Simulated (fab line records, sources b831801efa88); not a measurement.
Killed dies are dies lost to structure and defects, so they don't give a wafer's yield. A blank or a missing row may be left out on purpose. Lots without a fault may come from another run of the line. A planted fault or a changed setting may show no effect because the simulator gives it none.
Chamber matching | flow sky130 | SKY_POLY_GATE_ETCH_17 on rie_si-01: 4 sister chambers
The step etches poly-Si in HBr/Cl2, stops on SiO2, target depth 180 nm, time 70.5 s. 24 wafers are shown with their chamber, then 12 later ones without.

WAFERS WITH THEIR CHAMBER
wafer  | chamber | drypump_motor_current_A (A) | he_backside_leak_sccm (sccm) | rf_fwd_power_W (W)
L074.1 | 2       | 6.4                         | 3.32                         | 397.9
L074.2 | 3       | 5.1                         | 2.28                         | 398.7
L074.5 | 2       | 6.3                         | 3.00                         | 396.9
L079.2 | 0       | 5.0                         | 2.30                         | 397.6
L079.4 | 3       | 5.1                         | 2.54                         | 395.6
L079.6 | 0       | 5.0                         | 2.32                         | 397.7
L081.4 | 3       | 5.1                         | 2.27                         | 399.0
L081.5 | 1       | 5.9                         | 2.58                         | 399.3
L081.6 | 2       | 6.3                         | 2.94                         | 399.4
L082.1 | 1       | 5.9                         | 2.63                         | 398.1
L082.2 | 0       | 5.0                         | 2.34                         | 395.0
L082.6 | 0       | 5.0                         | 2.35                         | 394.9
L083.2 | 1       | 5.9                         | 2.66                         | 398.0
L083.3 | 2       | 6.3                         | 2.73                         | 398.7
L083.5 | 2       | 6.3                         | 2.71                         | 395.8
L085.3 | 1       | 5.9                         | 2.61                         | 398.1
L085.4 | 3       | 5.1                         | 2.28                         | 396.4
L085.6 | 1       | 5.9                         | 2.66                         | 399.6
L087.2 | 3       | 5.2                         | 2.55                         | 396.1
L087.3 | 2       | 6.3                         | 2.90                         | 397.5
L087.5 | 0       | 5.0                         | 2.30                         | 398.1
L089.2 | 3       | 5.1                         | 2.46                         | 398.6
L089.3 | 0       | 5.0                         | 2.58                         | 394.9
L089.4 | 2       | 6.3                         | 2.84                         | 399.0

SIGNATURES (means of the wafers above)
reading                 | chamber 0 | chamber 1 | chamber 2 | chamber 3 | scatter within a chamber
drypump_motor_current_A | 5.000     | 5.900     | 6.314     | 5.117     | 0.0291
he_backside_leak_sccm   | 2.3650    | 2.6280    | 2.9200    | 2.3967    | 0.143
rf_fwd_power_W          | 396.367   | 398.620   | 397.886   | 397.400   | 1.34
Rule: a wafer's distance from a chamber is the root of the sum, over the readings, of the square of ((its reading less the chamber's mean) divided by the reading's scatter). The wafer belongs to the nearest chamber; if the next one is less than 2 further off, it can't be placed. The scatter: the root of (the sum of the squares of (reading less its chamber's mean) over the shown wafers, divided by (wafers less chambers)).

WAFERS WITHOUT THEIR CHAMBER
wafer  | drypump_motor_current_A (A) | he_backside_leak_sccm (sccm) | rf_fwd_power_W (W)
L091.1 | 5.9                         | 2.65                         | 399.4
L091.3 | 5.1                         | 2.47                         | 397.3
L091.4 | 6.4                         | 2.84                         | 398.6
L093.1 | 5.0                         | 2.24                         | 396.9
L093.2 | 5.1                         | 2.63                         | 397.7
L093.4 | 6.3                         | 2.78                         | 396.4
L095.2 | 6.3                         | 2.93                         | 397.9
L095.3 | 5.9                         | 2.55                         | 398.8
L095.4 | 5.1                         | 2.61                         | 399.6
L097.1 | 5.9                         | 2.83                         | 397.4
L097.4 | 5.0                         | 2.28                         | 397.5
L097.6 | 5.0                         | 2.31                         | 397.6

WHICH CHAMBER EACH WENT THROUGH
wafer  | from the rows above | in truth
L091.1 | 1                   | 1
L091.3 | 3                   | 3
L091.4 | 2                   | 2
L093.1 | 0                   | 0
L093.2 | 3                   | 3
L093.4 | 2                   | 2
L095.2 | 2                   | 2
L095.3 | 1                   | 1
L095.4 | 3                   | 3
L097.1 | 1                   | 1
L097.4 | 0                   | 0
L097.6 | 0                   | 0
Placed correctly: 12 of 12. Can't be placed from these rows: 0. Placed wrongly: 0.
